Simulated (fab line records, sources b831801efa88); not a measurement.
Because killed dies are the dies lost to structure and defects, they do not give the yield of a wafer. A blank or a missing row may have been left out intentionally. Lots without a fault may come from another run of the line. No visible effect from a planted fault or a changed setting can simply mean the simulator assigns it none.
Comparing a struck lot with a sound one -- flow sky130 -- 15 steps out of a route of 708
Sound: the wafers L453.1, L453.2, L453.5. Struck: wafers L460.2, L460.4, L460.5. The cause comes at the end.
Order at every step that has rows: each side's tool, ch and its chambers, its first start. Under that, the readings that differ: sound wafers -- struck wafers -- difference of the means -- sigmas: that difference in standard deviations of wafers without a fault.
alike: a reading whose means differ by less than 2 such deviations, as well as words and numbers matching on both sides. not compared: withheld readings; readings where some wafer has no value; bounds like >300 that might hide an equal value; numbers whose values overlap and for which the record gives no deviation.
Wherever a step has rows on one side only, a row that says differs or no value, or a row with sigmas, the two part there. Numbers that have no deviation but don't overlap get no sigmas and don't part them. A reading missing from all wafers of one side parts the sides only when that side holds two or more wafers.

SKY_VIA2_STRIP_16: strips in O2/N2.
  sound on plasma_asher-03 ch 0,1, day 37 18:40; struck on plasma_asher-03 ch 0,1, day 40 02:29
  alike: drypump_motor_current_A, oes_product_au, strip_time_to_endpoint_s
  not compared: rf_hours_counter_h
then, 3 steps without rows for these wafers: SKY_VIA2_STRIP_17 (strips in post etch residue remover, time 1200 s); SKY_VIA2_CLEAN_18 (cleans in IPA, time 180 s); SKY_VIA2_CLEAN_19 (cleans in O3/DIW).
SKY_VIA2_SPUTTER_20: material TiN, target thk 20 nm, time 80 s.
  struck on pvd_sputter-01, day 40 03:26; sound on pvd_sputter-01, day 37 19:16
  alike: cathode_dc_power_W, throttle_valve_pct
SKY_VIA2_CVD_21: deposits W, target thk 420 nm, time 126.4 s.
  sound on cvd_w-01 ch 0,1, day 37 19:19; struck on cvd_w-02 ch 1, day 40 03:30
  alike: heater_power_w
SKY_VIA2_RS_MEAS_22: a four-point-probe measurement.
  struck on film_metro-02, day 40 03:39; sound on film_metro-01, day 37 19:27
  alike: VIA2_W_RS
SKY_VIA2_THK_MEAS_23: measures by xrf.
  struck on film_metro-02, day 40 03:46; sound on film_metro-01, day 37 19:34
  alike: VIA2_W_THK
SKY_VIA2_CMP_24: polishes, stops on SiO2, t overpolish 20 s, target thk 0 nm.
  sound on cmp-02 ch 2,3, day 37 19:41; struck on cmp-01 ch 0,1,3, day 40 04:21
reading,sound,struck,difference,sigmas
time_to_endpoint_s (s),98.1 97.3 99.7,105.6 102.6 106.8,+6.6,+2
  alike: motor_current_A, overpolish_run_s
SKY_METAL3_SPUTTER_00: material Ti, target thk 15 nm, time 10 s.
  struck on pvd_sputter-04, day 40 04:33; sound on pvd_sputter-01, day 37 19:56
  alike: cathode_dc_power_W, throttle_valve_pct
then, 2 steps without rows for these wafers: SKY_METAL3_SPUTTER_01 (material TiN, target thk 20 nm, time 16.7 s); SKY_METAL3_SPUTTER_02 (material AlCu, target thk 735 nm, time 39.1 s).
SKY_METAL3_SPUTTER_03: material Ti, target thk 5 nm, time 3.3 s.
  struck on pvd_sputter-04, day 40 04:38; sound on pvd_sputter-01, day 37 20:01
reading,sound,struck,difference,sigmas
cathode_dc_power_W (W),3000.0 3001.1 2999.4,3152.1 3150.5 3151.5,+151.2,+99 or more
model.Ti_of_METAL3_SPUTTER_03.thk_nm (nm),4.973 4.922 4.963,5.289 5.265 5.236,+0.311,
  alike: throttle_valve_pct
then, 2 steps without rows for these wafers: SKY_METAL3_SPUTTER_04 (material TiN, target thk 70 nm, time 58.3 s); SKY_PAD_OPEN_PROBE_99.

## WHERE THEY PART
First at SKY_VIA2_CMP_24; last, within this record, at SKY_METAL3_SPUTTER_03.

WHY: what had been put in by the simulator
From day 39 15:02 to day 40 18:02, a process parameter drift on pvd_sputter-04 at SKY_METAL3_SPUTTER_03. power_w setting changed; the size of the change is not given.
